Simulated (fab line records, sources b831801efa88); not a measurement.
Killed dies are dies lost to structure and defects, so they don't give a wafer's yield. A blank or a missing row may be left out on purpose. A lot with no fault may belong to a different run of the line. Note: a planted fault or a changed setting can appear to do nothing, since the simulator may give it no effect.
Lot-split experiment / flow sfq-line / 5 lots, 23 wafers read, on a route of 325 steps

== THE SPLIT ITSELF ==
At SFQ_TRILAYER_M4_LITHO_EXPOSE_094 (exposes mask M4, target cd 500 nm), the setting dose-mj was moved away from the recipe's 14.4 on 11 of the 23 wafers read, by +2.8% to +7.4%. For the rest of the wafers, this setting stayed at what the recipe calls for.

== FROM THE SPLIT TO THE READING: what the file shows between them, 2 steps ==
- SFQ_TRILAYER_M4_LITHO_PEB_096: peb time 60 s
- SFQ_TRILAYER_M4_LITHO_DEVELOP_095: time 60 s

== THE READING ==
M4.cd-nm (the simulator's own value, which no gauge read), in nm, at SFQ_TRILAYER_M4_BARC_OPEN_METAL_ETCH_123 (etches BARC in O2, target depth 125 nm, time 41.7 s). The file does not state a usual value for it. Across the 12 wafers here that went through the recipe, the average is 499.1 nm and the standard deviation 1.6 nm.

wafer=L076.2; tool, chamber at the split=krf-scanner-02, 0; dose-mj as run=15.46; against the recipe=+7.4%; M4.cd-nm, nm=488.1; against lot-mates on the recipe=-9.8
wafer=L076.3; tool, chamber at the split=krf-scanner-02, 0; dose-mj as run=14.4; against the recipe=recipe; M4.cd-nm, nm=498.9; against lot-mates on the recipe=-
wafer=L076.4; tool, chamber at the split=krf-scanner-02, 0; dose-mj as run=15.46; against the recipe=+7.4%; M4.cd-nm, nm=488.7; against lot-mates on the recipe=-9.2
wafer=L076.5; tool, chamber at the split=krf-scanner-02, 0; dose-mj as run=14.4; against the recipe=recipe; M4.cd-nm, nm=497; against lot-mates on the recipe=-
wafer=L076.6; tool, chamber at the split=krf-scanner-02, 0; dose-mj as run=15.46; against the recipe=+7.4%; M4.cd-nm, nm=487.2; against lot-mates on the recipe=-10.8
wafer=L077.1; tool, chamber at the split=krf-scanner-02, 0; dose-mj as run=14.8; against the recipe=+2.8%; M4.cd-nm, nm=497.3; against lot-mates on the recipe=-3.9
wafer=L077.2; tool, chamber at the split=krf-scanner-02, 0; dose-mj as run=14.4; against the recipe=recipe; M4.cd-nm, nm=501.9; against lot-mates on the recipe=-
wafer=L077.3; tool, chamber at the split=krf-scanner-02, 0; dose-mj as run=14.4; against the recipe=recipe; M4.cd-nm, nm=501.4; against lot-mates on the recipe=-
wafer=L077.4; tool, chamber at the split=krf-scanner-02, 0; dose-mj as run=14.8; against the recipe=+2.8%; M4.cd-nm, nm=498; against lot-mates on the recipe=-3.2
wafer=L077.6; tool, chamber at the split=krf-scanner-02, 0; dose-mj as run=14.4; against the recipe=recipe; M4.cd-nm, nm=500.4; against lot-mates on the recipe=-
wafer=L079.2; tool, chamber at the split=krf-scanner-01, 0; dose-mj as run=14.4; against the recipe=recipe; M4.cd-nm, nm=498; against lot-mates on the recipe=-
wafer=L079.4; tool, chamber at the split=krf-scanner-01, 0; dose-mj as run=14.4; against the recipe=recipe; M4.cd-nm, nm=497.4; against lot-mates on the recipe=-
wafer=L079.6; tool, chamber at the split=krf-scanner-01, 0; dose-mj as run=14.4; against the recipe=recipe; M4.cd-nm, nm=497.6; against lot-mates on the recipe=-
wafer=L082.1; tool, chamber at the split=krf-scanner-01, 0; dose-mj as run=14.95; against the recipe=+3.8%; M4.cd-nm, nm=492.2; against lot-mates on the recipe=-5.8
wafer=L082.3; tool, chamber at the split=krf-scanner-01, 0; dose-mj as run=14.4; against the recipe=recipe; M4.cd-nm, nm=498.4; against lot-mates on the recipe=-
wafer=L082.4; tool, chamber at the split=krf-scanner-01, 0; dose-mj as run=14.95; against the recipe=+3.8%; M4.cd-nm, nm=493.5; against lot-mates on the recipe=-4.5
wafer=L082.5; tool, chamber at the split=krf-scanner-01, 0; dose-mj as run=14.4; against the recipe=recipe; M4.cd-nm, nm=497.6; against lot-mates on the recipe=-
wafer=L082.6; tool, chamber at the split=krf-scanner-01, 0; dose-mj as run=14.95; against the recipe=+3.8%; M4.cd-nm, nm=491.8; against lot-mates on the recipe=-6.2
wafer=L084.1; tool, chamber at the split=krf-scanner-01, 0; dose-mj as run=15.42; against the recipe=+7.1%; M4.cd-nm, nm=489.7; against lot-mates on the recipe=-10.6
wafer=L084.2; tool, chamber at the split=krf-scanner-01, 0; dose-mj as run=15.42; against the recipe=+7.1%; M4.cd-nm, nm=489; against lot-mates on the recipe=-11.2
wafer=L084.3; tool, chamber at the split=krf-scanner-01, 0; dose-mj as run=14.4; against the recipe=recipe; M4.cd-nm, nm=499.7; against lot-mates on the recipe=-
wafer=L084.4; tool, chamber at the split=krf-scanner-01, 0; dose-mj as run=15.42; against the recipe=+7.1%; M4.cd-nm, nm=488; against lot-mates on the recipe=-12.2
wafer=L084.5; tool, chamber at the split=krf-scanner-01, 0; dose-mj as run=14.4; against the recipe=recipe; M4.cd-nm, nm=500.8; against lot-mates on the recipe=-

FIT RESULTS
A straight line over all 23 wafers: M4.cd-nm changes by -1.49 nm for each +1% of dose-mj; r = -0.95; the points scatter about the line by 1.6 nm.
The same after taking each lot's own level away (the mean of its wafers on the recipe; 23 wafers): -1.47 nm for each +1%; r = -0.99; scatter 0.81 nm.
That fit puts the effect of the largest move of dose-mj on the reading at 11 nm.
The lots' own levels span 497.67 to 501.23 nm, that is 2.2 times the standard deviation above.
Hence the lot-to-lot level has little effect on the slope; both slopes agree.
Check: with one of the wafers moved furthest among these (+7.4%) left out of the fit, the line predicts -10.9 nm for it against its lot-mates. It came out at -9.85 nm against them.

== OTHER SPLITS APPLIED TO THESE WAFERS ==
Before the reading, these wafers also passed through other splits. Each is held against what the fit with the lots' levels taken away leaves over:
other split on the same wafers=SFQ_TRILAYER_I2_CMP_CMP_064 leave-above-ref-nm; wafers away from the commonest value=10; r with M4.cd-nm (lot level and that fit taken away)=-0.13
other split on the same wafers=SFQ_TRILAYER_I2_VIA_LITHO_EXPOSE_068 dose-mj; wafers away from the commonest value=11; r with M4.cd-nm (lot level and that fit taken away)=-0.22
other split on the same wafers=SFQ_TRILAYER_I2_VIA_BARC_OPEN_VIA_ETCH_096 bias-w; wafers away from the commonest value=7; r with M4.cd-nm (lot level and that fit taken away)=-0.37
other split on the same wafers=SFQ_TRILAYER_M3_ETCH_METAL_ETCH_078 icp-w; wafers away from the commonest value=10; r with M4.cd-nm (lot level and that fit taken away)=-0.05
other split on the same wafers=SFQ_TRILAYER_I3_CMP_CMP_082 leave-above-ref-nm; wafers away from the commonest value=5; r with M4.cd-nm (lot level and that fit taken away)=+0.20
other split on the same wafers=SFQ_TRILAYER_I3_VIA_LITHO_COAT_090 spin-rpm; wafers away from the commonest value=7; r with M4.cd-nm (lot level and that fit taken away)=-0.30
other split on the same wafers=SFQ_TRILAYER_M4_DEP_SPUTTER_091 power-w; wafers away from the commonest value=10; r with M4.cd-nm (lot level and that fit taken away)=+0.29

== THE FILE'S OWN FIT ==
M4.cd-nm changes by -1.46 nm for each +1% of dose-mj, r = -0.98.
